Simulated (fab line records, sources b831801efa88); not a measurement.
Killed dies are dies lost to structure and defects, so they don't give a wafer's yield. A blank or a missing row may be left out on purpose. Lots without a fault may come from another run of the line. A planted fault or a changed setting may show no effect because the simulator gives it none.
Which tool did it? | flow sky130 | 24 lots, 72 wafers sampled, at 6 steps of a route of 708

WHAT THE GAUGES READ, wafer by wafer
SKY_SD_N_TW_MEAS_12. Usual: SD_N_TW 3929, standard deviation 47.
lot  | measured     | on            | SD_N_TW        | flag
L074 | day 27 08:33 | film_metro-02 | 3979 3953 3972 |
L075 | day 28 00:34 | film_metro-04 | 3956 3943 3916 |
L076 | day 28 11:18 | film_metro-02 | 3951 3960 3977 |
L077 | day 28 15:07 | film_metro-01 | 3909 3897 3907 |
L078 | day 29 07:04 | film_metro-02 | 4016 4021 4015 |
L079 | day 29 09:42 | film_metro-02 | 3987 3976 4004 |
L080 | day 29 20:51 | film_metro-01 | 3873 3858 3874 |
L081 | day 30 04:31 | film_metro-04 | 3923 3920 3920 |
L082 | day 30 12:29 | film_metro-04 | 3916 3923 3925 |
L083 | day 31 11:46 | film_metro-01 | 3882 3869 3864 |
L084 | day 31 16:54 | film_metro-02 | 3977 3986 3979 |
L085 | day 31 18:15 | film_metro-04 | 3951 3969 3957 |
L086 | day 32 10:30 | film_metro-01 | 3863 3852 3866 |
L087 | day 33 02:18 | film_metro-01 | 3875 3850 3855 |
L088 | day 33 13:55 | film_metro-04 | 3936 3940 3945 |
L089 | day 33 19:37 | film_metro-04 | 3951 3948 3929 |
L090 | day 33 20:29 | film_metro-01 | 3875 3863 3830 |
L091 | day 34 00:03 | film_metro-04 | 3961 3933 3915 |
L092 | day 34 01:08 | film_metro-02 | 3986 3987 3975 |
L093 | day 34 04:52 | film_metro-02 | 3981 3987 3969 |
L094 | day 34 09:56 | film_metro-04 | 3882 3931 3913 |
L095 | day 35 10:20 | film_metro-01 | 3855 3841 3865 |
L096 | day 35 12:05 | film_metro-04 | 3929 3911 3905 |
L097 | day 36 03:45 | film_metro-04 | 3938 3937 3954 |

SKY_METAL2_OVL_MEAS_16. Usual: METAL2_OVL 5 nm, standard deviation 5.6.
lot  | measured     | on         | METAL2_OVL (nm) | flag
L074 | day 34 13:09 | overlay-02 | 5 13 8          |
L075 | day 35 02:40 | overlay-02 | 9 4 13          |
L076 | day 35 14:18 | overlay-02 | 4 -1 6          |
L077 | day 35 17:25 | overlay-02 | 11 1 7          |
L078 | day 36 10:40 | overlay-01 | 0 -7 2          |
L079 | day 36 11:01 | overlay-02 | 7 8 7           |
L080 | day 36 22:37 | overlay-02 | 12 8 11         |
L081 | day 37 05:14 | overlay-02 | 3 1 7           |
L082 | day 37 12:34 | overlay-01 | -5 -1 -2        |
L083 | day 38 12:55 | overlay-02 | 19 16 20        |
L084 | day 38 15:13 | overlay-01 | 6 9 10          |
L085 | day 38 16:58 | overlay-01 | 2 7 7           |
L086 | day 39 07:55 | overlay-01 | -1 -3 -1        |
L087 | day 39 23:58 | overlay-01 | -1 -3 0         |
L088 | day 40 09:34 | overlay-01 | 9 7 -3          |
L089 | day 40 16:10 | overlay-02 | 3 5 9           |
L090 | day 40 16:30 | overlay-01 | 6 17 4          |
L091 | day 40 18:49 | overlay-01 | 3 2 10          |
L092 | day 40 19:58 | overlay-02 | 1 2 9           |
L093 | day 40 23:58 | overlay-01 | 7 3 1           |
L094 | day 41 03:49 | overlay-01 | 12 4 13         |
L095 | day 42 02:31 | overlay-01 | 5 9 15          |
L096 | day 42 03:27 | overlay-02 | 10 13 2         |
L097 | day 42 15:43 | overlay-02 | 14 8 11         |

SKY_PASSIVATION_THK_MEAS_01. Usual: PASSIVATION_CVD_00_THK 90.1 nm, standard deviation 1.3.
lot  | measured     | on            | PASSIVATION_CVD_00_THK (nm) | flag
L074 | day 43 06:46 | film_metro-01 | 89.3 88.6 91.0              |
L075 | day 43 20:28 | film_metro-04 | 91.2 92.3 92.8              |
L076 | day 44 05:26 | film_metro-04 | 92.2 90.2 90.4              |
L077 | day 44 08:10 | film_metro-02 | 91.5 91.4 92.5              |
L078 | day 45 00:02 | film_metro-04 | 89.3 90.3 90.4              |
L079 | day 45 00:09 | film_metro-01 | 89.1 89.9 89.6              |
L080 | day 45 07:35 | film_metro-02 | 89.1 90.5 90.9              |
L081 | day 45 13:22 | film_metro-02 | 88.7 89.1 89.9              |
L082 | day 45 21:34 | film_metro-04 | 89.8 87.6 90.1              |
L083 | day 46 14:58 | film_metro-04 | 88.9 87.9 89.7              |
L084 | day 46 16:35 | film_metro-01 | 89.9 91.3 90.5              |
L085 | day 46 23:00 | film_metro-02 | 88.6 91.0 91.0              |
L086 | day 47 06:22 | film_metro-01 | 89.7 92.1 90.4              |
L087 | day 47 20:06 | film_metro-02 | 90.2 90.4 89.8              |
L088 | day 48 06:15 | film_metro-04 | 89.4 90.8 90.7              |
L089 | day 48 07:16 | film_metro-04 | 89.1 91.0 89.8              |
L090 | day 48 08:25 | film_metro-02 | 88.8 89.3 89.4              |
L091 | day 48 11:22 | film_metro-04 | 88.1 89.8 90.3              |
L092 | day 48 12:38 | film_metro-02 | 89.9 89.2 90.9              |
L093 | day 48 15:51 | film_metro-02 | 89.0 90.5 89.9              |
L094 | day 48 19:18 | film_metro-04 | 90.0 88.1 91.7              |
L095 | day 49 09:26 | film_metro-01 | 89.1 89.1 91.7              |
L096 | day 49 11:08 | film_metro-01 | 90.4 89.5 91.9              |
L097 | day 49 16:46 | film_metro-01 | 88.3 88.9 90.0              |

WHICH TOOL RAN EACH LOT (tool, then ch and the chambers of the sampled wafers, then the start)
lot  | SKY_METAL1_ETCH_18                | SKY_METAL4_SPUTTER_00        | SKY_METAL4_DESCUM_15
L074 | rie_metal-03 ch 0,1, day 32 04:44 | pvd_sputter-02, day 39 03:19 | rie_metal-02 ch 0,1, day 41 04:45
L075 | rie_metal-04 ch 1, day 32 19:32   | pvd_sputter-02, day 39 16:46 | rie_metal-02 ch 0,1, day 41 18:31
L076 | rie_metal-01 ch 0,1, day 33 06:17 | pvd_sputter-04, day 40 03:55 | rie_metal-02 ch 0,1, day 42 03:53
L077 | rie_metal-04 ch 1, day 33 09:19   | pvd_sputter-02, day 40 05:40 | rie_metal-03 ch 0,1, day 42 07:26
L078 | rie_metal-01 ch 0,1, day 34 02:27 | pvd_sputter-02, day 40 23:38 | rie_metal-03 ch 0,1, day 42 23:35
L079 | rie_metal-03 ch 1, day 34 03:26   | pvd_sputter-03, day 40 23:41 | rie_metal-01 ch 0,1, day 43 00:36
L080 | rie_metal-01 ch 0,1, day 34 14:40 | pvd_sputter-04, day 41 09:07 | rie_metal-03 ch 0, day 43 07:48
L081 | rie_metal-03 ch 0,1, day 34 21:47 | pvd_sputter-02, day 41 16:21 | rie_metal-03 ch 0,1, day 43 14:17
L082 | rie_metal-04 ch 0,1, day 35 05:56 | pvd_sputter-02, day 42 00:15 | rie_metal-01 ch 0, day 43 23:21
L083 | rie_metal-04 ch 0,1, day 36 05:31 | pvd_sputter-04, day 42 21:20 | rie_metal-01 ch 0,1, day 44 18:41
L084 | rie_metal-04 ch 0,1, day 36 08:20 | pvd_sputter-04, day 42 22:17 | rie_metal-03 ch 0,1, day 44 20:26
L085 | rie_metal-04 ch 0,1, day 36 10:24 | pvd_sputter-04, day 43 01:18 | rie_metal-02 ch 0,1, day 45 01:28
L086 | rie_metal-01 ch 0,1, day 37 02:40 | pvd_sputter-02, day 43 14:00 | rie_metal-03 ch 0,1, day 45 09:39
L087 | rie_metal-01 ch 0,1, day 37 17:59 | pvd_sputter-03, day 44 04:51 | rie_metal-01 ch 0,1, day 46 00:24
L088 | rie_metal-03 ch 0,1, day 38 04:20 | pvd_sputter-03, day 44 12:41 | rie_metal-03 ch 0,1, day 46 08:37
L089 | rie_metal-03 ch 0,1, day 38 10:06 | pvd_sputter-04, day 44 17:38 | rie_metal-03 ch 0,1, day 46 11:56
L090 | rie_metal-01 ch 1, day 38 11:41   | pvd_sputter-02, day 44 18:42 | rie_metal-01 ch 0, day 46 13:05
L091 | rie_metal-04 ch 0,1, day 38 14:31 | pvd_sputter-04, day 44 21:40 | rie_metal-02 ch 0,1, day 46 14:51
L092 | rie_metal-01 ch 0, day 38 15:28   | pvd_sputter-03, day 44 23:04 | rie_metal-03 ch 1, day 46 17:30
L093 | rie_metal-04 ch 0,1, day 38 19:20 | pvd_sputter-02, day 45 02:56 | rie_metal-02 ch 0,1, day 46 20:29
L094 | rie_metal-01 ch 0,1, day 39 00:14 | pvd_sputter-04, day 45 05:58 | rie_metal-01 ch 0, day 47 00:15
L095 | rie_metal-04 ch 0,1, day 39 23:13 | pvd_sputter-02, day 46 02:49 | rie_metal-02 ch 0,1, day 47 15:57
L096 | rie_metal-03 ch 0,1, day 40 00:32 | pvd_sputter-04, day 46 03:25 | rie_metal-01 ch 0, day 47 16:15
L097 | rie_metal-01 ch 0,1, day 40 14:50 | pvd_sputter-04, day 46 12:27 | rie_metal-02 ch 0,1, day 48 00:20
- SKY_METAL1_ETCH_18: etches BARC in N2/H2, stops on SiO2, time 47.55 s, target depth 60 nm.
- SKY_METAL4_SPUTTER_00: material Ti, target thk 15 nm, time 10 s.
- SKY_METAL4_DESCUM_15: chemistry O2, time 8 s.

WHAT THE TOOLS THEMSELVES READ (means of the sampled wafers that have a number; where no wafer has one, the mark that the record gives instead)
SKY_METAL1_ETCH_18. Usual: drypump_motor_current_A 6.0 A, standard deviation 0.38; oes_product_au 0.849 a.u., standard deviation 0.005; throttle_valve_pct 13.224 %, standard deviation 0.009.
lot  | tool         | drypump_motor_current_A (A) | oes_product_au (a.u.) | throttle_valve_pct (%) | flag
L074 | rie_metal-03 | 6.0                         | 0.853                 | 13.230                 |
L075 | rie_metal-04 | 6.2                         | 0.851                 | 13.215                 |
L076 | rie_metal-01 | 6.0                         | 0.850                 | 13.229                 |
L077 | rie_metal-04 | 6.2                         | 0.839                 | 13.225                 |
L078 | rie_metal-01 | 6.0                         | 0.848                 | 13.232                 |
L079 | rie_metal-03 | 5.6                         | 0.851                 | 13.219                 |
L080 | rie_metal-01 | 6.2                         | 0.852                 | 13.224                 |
L081 | rie_metal-03 | 5.8                         | 0.849                 | 13.219                 |
L082 | rie_metal-04 | 6.0                         | 0.849                 | 13.230                 |
L083 | rie_metal-04 | 5.6                         | 0.849                 | 13.232                 |
L084 | rie_metal-04 | 5.6                         | 0.857                 | 13.221                 |
L085 | rie_metal-04 | 5.6                         | 0.849                 | 13.223                 |
L086 | rie_metal-01 | 6.0                         | 0.851                 | 13.222                 |
L087 | rie_metal-01 | 6.0                         | 0.850                 | 13.225                 |
L088 | rie_metal-03 | 6.0                         | 0.851                 | 13.224                 |
L089 | rie_metal-03 | 6.0                         | 0.848                 | 13.225                 |
L090 | rie_metal-01 | 5.8                         | 0.850                 | 13.229                 |
L091 | rie_metal-04 | 5.9                         | 0.855                 | 13.226                 |
L092 | rie_metal-01 | 6.4                         | 0.850                 | 13.228                 |
L093 | rie_metal-04 | 5.9                         | 0.850                 | 13.225                 |
L094 | rie_metal-01 | 6.2                         | 0.845                 | 13.233                 |
L095 | rie_metal-04 | 5.6                         | 0.848                 | 13.228                 |
L096 | rie_metal-03 | 5.8                         | 0.845                 | 13.223                 |
L097 | rie_metal-01 | 6.2                         | 0.849                 | 13.222                 |

SKY_METAL4_SPUTTER_00. Usual: throttle_valve_pct 29.8 %, standard deviation 1.1.
lot  | tool           | throttle_valve_pct (%) | flag
L074 | pvd_sputter-02 | 30.8                   |
L075 | pvd_sputter-02 | 30.8                   |
L076 | pvd_sputter-04 | 29.9                   |
L077 | pvd_sputter-02 | 30.5                   |
L078 | pvd_sputter-02 | 29.5                   |
L079 | pvd_sputter-03 | 29.2                   |
L080 | pvd_sputter-04 | 28.3                   |
L081 | pvd_sputter-02 | 30.5                   |
L082 | pvd_sputter-02 | 30.5                   |
L083 | pvd_sputter-04 | 29.7                   |
L084 | pvd_sputter-04 | 29.0                   |
L085 | pvd_sputter-04 | 29.3                   |
L086 | pvd_sputter-02 | 30.3                   |
L087 | pvd_sputter-03 | 29.2                   |
L088 | pvd_sputter-03 | 29.3                   |
L089 | pvd_sputter-04 | 29.1                   |
L090 | pvd_sputter-02 | 30.7                   |
L091 | pvd_sputter-04 | 29.2                   |
L092 | pvd_sputter-03 | 29.3                   |
L093 | pvd_sputter-02 | 30.6                   |
L094 | pvd_sputter-04 | 29.8                   |
L095 | pvd_sputter-02 | 30.7                   |
L096 | pvd_sputter-04 | 29.4                   |
L097 | pvd_sputter-04 | 29.9                   |

SKY_METAL4_DESCUM_15. Usual: drypump_motor_current_A 6.0 A, standard deviation 0.31; oes_product_au 1.004 a.u., standard deviation 0.0091.
lot  | tool         | drypump_motor_current_A (A) | oes_product_au (a.u.) | flag
L074 | rie_metal-02 | 5.9                         | 0.993                 |
L075 | rie_metal-02 | 5.9                         | 0.988                 |
L076 | rie_metal-02 | 5.9                         | 0.992                 |
L077 | rie_metal-03 | 6.0                         | 1.010                 |
L078 | rie_metal-03 | 6.0                         | 1.006                 |
L079 | rie_metal-01 | 6.2                         | 1.000                 |
L080 | rie_metal-03 | 6.2                         | 1.011                 |
L081 | rie_metal-03 | 6.0                         | 1.010                 |
L082 | rie_metal-01 | 6.4                         | 1.007                 |
L083 | rie_metal-01 | 6.0                         | 1.001                 |
L084 | rie_metal-03 | 5.8                         | 0.999                 |
L085 | rie_metal-02 | 5.9                         | 0.996                 |
L086 | rie_metal-03 | 6.0                         | 1.003                 |
L087 | rie_metal-01 | 6.2                         | 1.005                 |
L088 | rie_metal-03 | 6.0                         | 1.013                 |
L089 | rie_metal-03 | 6.0                         | 0.999                 |
L090 | rie_metal-01 | 6.4                         | 1.005                 |
L091 | rie_metal-02 | 5.8                         | 1.007                 |
L092 | rie_metal-03 | 5.6                         | 1.007                 |
L093 | rie_metal-02 | 5.9                         | 1.005                 |
L094 | rie_metal-01 | 6.4                         | 1.019                 |
L095 | rie_metal-02 | 6.0                         | 0.999                 |
L096 | rie_metal-01 | 6.4                         | 1.016                 |
L097 | rie_metal-02 | 5.9                         | 1.000                 |

THE ANSWER, worked out from the rows above alone
Rule: a lot is off if the mean of its wafers that have a number lies more than 3 standard deviations from the usual mean. A lot without any number at a reading at which 4 lots or more have one is off too. The other lots that the step has rows for count as sound. The gauges are gone through in route order, then the tools' own readings, and for those a lot's mean is taken as printed above. The first step at which some lot is off is used, and at that step the reading that is off furthest; a lot without a number counts as furthest.
No lot is off at any reading shown: from this, nothing can be told.

WHAT THE SIMULATOR HAD PUT IN
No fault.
